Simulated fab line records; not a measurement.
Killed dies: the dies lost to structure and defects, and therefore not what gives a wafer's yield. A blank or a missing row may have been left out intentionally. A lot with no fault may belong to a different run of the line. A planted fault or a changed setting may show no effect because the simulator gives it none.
Which of the tools did it? :: flow gf180mcu :: 13 lots with 39 wafers sampled at 5 steps, on a route of 602 steps

WHAT THE GAUGES READ, wafer by wafer
GF_V5_THK_MEAS_01. Usual: V5_CVD_00_THK typically reads 301 nm, with standard deviation 3.4.
lot: L124
measured: day 26 05:16
on: film metro-04
V5_CVD_00_THK (nm): 302 301 297
flag: 

lot: L125
measured: day 26 11:05
on: film metro-04
V5_CVD_00_THK (nm): 298 299 298
flag: 

lot: L128
measured: day 27 18:58
on: film metro-01
V5_CVD_00_THK (nm): 303 302 308
flag: 

lot: L129
measured: day 28 00:30
on: film metro-04
V5_CVD_00_THK (nm): 302 303 302
flag: 

lot: L131
measured: day 29 04:29
on: film metro-04
V5_CVD_00_THK (nm): 308 310 309
flag: 

lot: L133
measured: day 29 08:05
on: film metro-01
V5_CVD_00_THK (nm): 240 238 242
flag: OFF

lot: L134
measured: day 29 14:00
on: film metro-01
V5_CVD_00_THK (nm): 240 239 240
flag: OFF

lot: L135
measured: day 29 17:31
on: film metro-01
V5_CVD_00_THK (nm): 241 246 246
flag: OFF

lot: L136
measured: day 30 03:32
on: film metro-04
V5_CVD_00_THK (nm): 300 302 305
flag: 

lot: L137
measured: day 30 08:26
on: film metro-02
V5_CVD_00_THK (nm): 243 245 247
flag: OFF

lot: L143
measured: day 32 00:55
on: film metro-04
V5_CVD_00_THK (nm): 300 302 305
flag: 

lot: L145
measured: day 32 13:37
on: film metro-01
V5_CVD_00_THK (nm): 303 306 303
flag: 

lot: L147
measured: day 33 01:29
on: film metro-04
V5_CVD_00_THK (nm): 305 302 297
flag: 

GF_V5_OVL_MEAS_15. Usual: V5_OVL typically reads -1 nm, with standard deviation 5.1.
lot: L124
measured: day 27 01:34
on: overlay-02
V5_OVL (nm): 3 5 4
flag: 

lot: L125
measured: day 27 07:43
on: overlay-01
V5_OVL (nm): 0 -2 6
flag: 

lot: L128
measured: day 28 15:27
on: overlay-01
V5_OVL (nm): -13 -8 -11
flag: 

lot: L129
measured: day 28 20:48
on: overlay-01
V5_OVL (nm): -1 1 -2
flag: 

lot: L131
measured: day 29 23:29
on: overlay-01
V5_OVL (nm): -2 6 -1
flag: 

lot: L133
measured: day 30 04:01
on: overlay-01
V5_OVL (nm): 3 1 -1
flag: 

lot: L134
measured: day 30 10:36
on: overlay-02
V5_OVL (nm): -4 -4 -5
flag: 

lot: L135
measured: day 30 12:45
on: overlay-02
V5_OVL (nm): -3 -6 0
flag: 

lot: L136
measured: day 30 22:13
on: overlay-02
V5_OVL (nm): -3 -16 -10
flag: 

lot: L137
measured: day 31 02:25
on: overlay-02
V5_OVL (nm): 3 2 1
flag: 

lot: L143
measured: day 32 18:01
on: overlay-02
V5_OVL (nm): 4 3 3
flag: 

lot: L145
measured: day 33 06:13
on: overlay-01
V5_OVL (nm): -5 -3 -3
flag: 

lot: L147
measured: day 33 17:38
on: overlay-01
V5_OVL (nm): 3 1 -7
flag: 

WHICH TOOL RAN EACH LOT (tool, then ch and the chambers of the sampled wafers, then the start)
lot: L124
GF_MIM_SPUTTER_02: pvd sputter-04, day 24 09:00
GF_M5_ETCH_09: rie diel-01 ch 0,1,3, day 26 04:29
GF_V5_CVD_00: hdpcvd-01 ch 0,1, day 26 05:13

lot: L125
GF_MIM_SPUTTER_02: pvd sputter-01, day 24 15:36
GF_M5_ETCH_09: rie diel-04 ch 0,3, day 26 10:20
GF_V5_CVD_00: hdpcvd-02 ch 1,2, day 26 11:02

lot: L128
GF_MIM_SPUTTER_02: pvd sputter-02, day 26 00:44
GF_M5_ETCH_09: rie diel-02 ch 1,2, day 27 18:11
GF_V5_CVD_00: hdpcvd-01 ch 0,2, day 27 18:55

lot: L129
GF_MIM_SPUTTER_02: pvd sputter-01, day 26 06:56
GF_M5_ETCH_09: rie diel-04 ch 0,2, day 27 23:44
GF_V5_CVD_00: hdpcvd-01 ch 1,2, day 28 00:28

lot: L131
GF_MIM_SPUTTER_02: pvd sputter-02, day 27 12:41
GF_M5_ETCH_09: rie diel-04 ch 0,2, day 29 03:44
GF_V5_CVD_00: hdpcvd-02 ch 0,1,2, day 29 04:26

lot: L133
GF_MIM_SPUTTER_02: pvd sputter-01, day 27 15:33
GF_M5_ETCH_09: rie diel-01 ch 1,3, day 29 07:19
GF_V5_CVD_00: hdpcvd-02 ch 1,2, day 29 08:02

lot: L134
GF_MIM_SPUTTER_02: pvd sputter-02, day 27 23:10
GF_M5_ETCH_09: rie diel-02 ch 0,1,3, day 29 13:14
GF_V5_CVD_00: hdpcvd-02 ch 0,1, day 29 13:58

lot: L135
GF_MIM_SPUTTER_02: pvd sputter-04, day 28 02:29
GF_M5_ETCH_09: rie diel-02 ch 0,1, day 29 16:38
GF_V5_CVD_00: hdpcvd-02 ch 0,2, day 29 17:28

lot: L136
GF_MIM_SPUTTER_02: pvd sputter-01, day 28 12:08
GF_M5_ETCH_09: rie diel-01 ch 0,1,3, day 30 02:47
GF_V5_CVD_00: hdpcvd-01 ch 1,2, day 30 03:29

lot: L137
GF_MIM_SPUTTER_02: pvd sputter-02, day 28 16:37
GF_M5_ETCH_09: rie diel-04 ch 0,3, day 30 07:38
GF_V5_CVD_00: hdpcvd-02 ch 0,1, day 30 08:22

lot: L143
GF_MIM_SPUTTER_02: pvd sputter-01, day 30 11:58
GF_M5_ETCH_09: rie diel-02 ch 1,2,3, day 32 00:08
GF_V5_CVD_00: hdpcvd-01 ch 0,1, day 32 00:51

lot: L145
GF_MIM_SPUTTER_02: pvd sputter-04, day 31 01:16
GF_M5_ETCH_09: rie diel-04 ch 0,3, day 32 12:50
GF_V5_CVD_00: hdpcvd-01 ch 0,2, day 32 13:33

lot: L147
GF_MIM_SPUTTER_02: pvd sputter-04, day 31 14:58
GF_M5_ETCH_09: rie diel-02 ch 0,2,3, day 33 00:43
GF_V5_CVD_00: hdpcvd-01 ch 0,1, day 33 01:26
- GF_MIM_SPUTTER_02: material AlCu, target thk 450 nm, time 23.9 s.
- GF_M5_ETCH_09: etches Si3N4 in CF4/O2, target depth 52 nm, time 11.6 s.
- GF_V5_CVD_00: deposits SiO2, target thk 300 nm, time 50 s.

AS READ BY THE TOOLS THEMSELVES (means over the sampled wafers that have a number; for cases with no such wafer, the mark the record gives instead)
GF_MIM_SPUTTER_02. Usual: throttle valve pct at 29.6 %, with a standard deviation of 0.73.
lot: L124
tool: pvd sputter-04
throttle valve pct (%): 30.2
flag: 

lot: L125
tool: pvd sputter-01
throttle valve pct (%): 30.0
flag: 

lot: L128
tool: pvd sputter-02
throttle valve pct (%): 29.7
flag: 

lot: L129
tool: pvd sputter-01
throttle valve pct (%): 29.9
flag: 

lot: L131
tool: pvd sputter-02
throttle valve pct (%): 29.7
flag: 

lot: L133
tool: pvd sputter-01
throttle valve pct (%): 30.0
flag: 

lot: L134
tool: pvd sputter-02
throttle valve pct (%): 30.0
flag: 

lot: L135
tool: pvd sputter-04
throttle valve pct (%): 29.3
flag: 

lot: L136
tool: pvd sputter-01
throttle valve pct (%): 29.6
flag: 

lot: L137
tool: pvd sputter-02
throttle valve pct (%): 29.3
flag: 

lot: L143
tool: pvd sputter-01
throttle valve pct (%): 29.7
flag: 

lot: L145
tool: pvd sputter-04
throttle valve pct (%): 30.2
flag: 

lot: L147
tool: pvd sputter-04
throttle valve pct (%): 30.0
flag: 

GF_M5_ETCH_09. Usual: drypump motor current A 5.9 A, standard deviation 0.37; oes product au 0.999 a.u., standard deviation 0.012; throttle valve pct 5.970 %, standard deviation 0.0098.
lot: L124
tool: rie diel-01
drypump motor current A (A): 5.7
oes product au (a.u.): 0.994
throttle valve pct (%): 5.964
flag: 

lot: L125
tool: rie diel-04
drypump motor current A (A): 5.9
oes product au (a.u.): 1.012
throttle valve pct (%): 5.981
flag: 

lot: L128
tool: rie diel-02
drypump motor current A (A): 5.8
oes product au (a.u.): 0.991
throttle valve pct (%): 5.957
flag: 

lot: L129
tool: rie diel-04
drypump motor current A (A): 5.8
oes product au (a.u.): 0.993
throttle valve pct (%): 5.978
flag: 

lot: L131
tool: rie diel-04
drypump motor current A (A): 5.8
oes product au (a.u.): 0.997
throttle valve pct (%): 5.968
flag: 

lot: L133
tool: rie diel-01
drypump motor current A (A): 5.2
oes product au (a.u.): 0.987
throttle valve pct (%): 5.962
flag: 

lot: L134
tool: rie diel-02
drypump motor current A (A): 6.1
oes product au (a.u.): 0.996
throttle valve pct (%): 5.970
flag: 

lot: L135
tool: rie diel-02
drypump motor current A (A): 6.1
oes product au (a.u.): 0.989
throttle valve pct (%): 5.966
flag: 

lot: L136
tool: rie diel-01
drypump motor current A (A): 5.7
oes product au (a.u.): 0.994
throttle valve pct (%): 5.966
flag: 

lot: L137
tool: rie diel-04
drypump motor current A (A): 5.9
oes product au (a.u.): 1.012
throttle valve pct (%): 5.982
flag: 

lot: L143
tool: rie diel-02
drypump motor current A (A): 5.8
oes product au (a.u.): 1.008
throttle valve pct (%): 5.980
flag: 

lot: L145
tool: rie diel-04
drypump motor current A (A): 5.9
oes product au (a.u.): 1.002
throttle valve pct (%): 5.965
flag: 

lot: L147
tool: rie diel-02
drypump motor current A (A): 5.9
oes product au (a.u.): 1.007
throttle valve pct (%): 5.979
flag: 

GF_V5_CVD_00. Usual: sih4 flow sccm at 60.03 sccm, with a standard deviation of 0.18.
lot: L124
tool: hdpcvd-01
sih4 flow sccm (sccm): 60.02
flag: 

lot: L125
tool: hdpcvd-02
sih4 flow sccm (sccm): 59.85
flag: 

lot: L128
tool: hdpcvd-01
sih4 flow sccm (sccm): 60.07
flag: 

lot: L129
tool: hdpcvd-01
sih4 flow sccm (sccm): 60.10
flag: 

lot: L131
tool: hdpcvd-02
sih4 flow sccm (sccm): 60.23
flag: 

lot: L133
tool: hdpcvd-02
sih4 flow sccm (sccm): 48.04
flag: OFF

lot: L134
tool: hdpcvd-02
sih4 flow sccm (sccm): 47.91
flag: OFF

lot: L135
tool: hdpcvd-02
sih4 flow sccm (sccm): 48.17
flag: OFF

lot: L136
tool: hdpcvd-01
sih4 flow sccm (sccm): 60.06
flag: 

lot: L137
tool: hdpcvd-02
sih4 flow sccm (sccm): 47.84
flag: OFF

lot: L143
tool: hdpcvd-01
sih4 flow sccm (sccm): 60.16
flag: 

lot: L145
tool: hdpcvd-01
sih4 flow sccm (sccm): 60.09
flag: 

lot: L147
tool: hdpcvd-01
sih4 flow sccm (sccm): 60.09
flag: 

THE ANSWER, worked out from the rows above alone
Rule: a lot is off if the mean of its wafers that have a number lies more than 3 standard deviations from the usual mean. A lot without any number at a reading at which 4 lots or more have one is off too. The other lots that the step has rows for count as sound. First the gauges in route order, then the tools' own readings, where a lot's mean is used as printed above. At the first step where some lot is off, the reading lying furthest off is the one used; lots without a number count as furthest.
Off: L133, L134, L135, L137, at GF_V5_THK_MEAS_01 (V5_CVD_00_THK).
If a tool, at a process step before that reading, ran all the lots that are off and no sound lot after the first of them, it fits. The gauges at GF_V5_THK_MEAS_01 aren't tried: what is off there is off at GF_V5_CVD_00 too, on other tools, and a gauge's error can't cause that. One candidate fits, namely hdpcvd-02 at GF_V5_CVD_00. A fault onset in the window from L131 (day 29 04:26, its last sound lot) to L133 (day 29 08:02, its first lot off) fits.
On the lots that are off, the tool's own readings at GF_V5_CVD_00 differ by more than 5 times the standard deviation of the sound lots' means, which bears it out; sih4 flow sccm reads 47.99 sccm there versus 60.07 sccm on the sound lots.

WHAT WAS PUT IN BY THE SIMULATOR
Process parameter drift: hdpcvd-02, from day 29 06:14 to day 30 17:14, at GF_V5_CVD_00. A move of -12 in setting sih4 flow sccm, from 60. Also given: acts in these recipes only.
Shown lots that were struck: L133, L134, L135, L137. This agrees with what the rule above found.
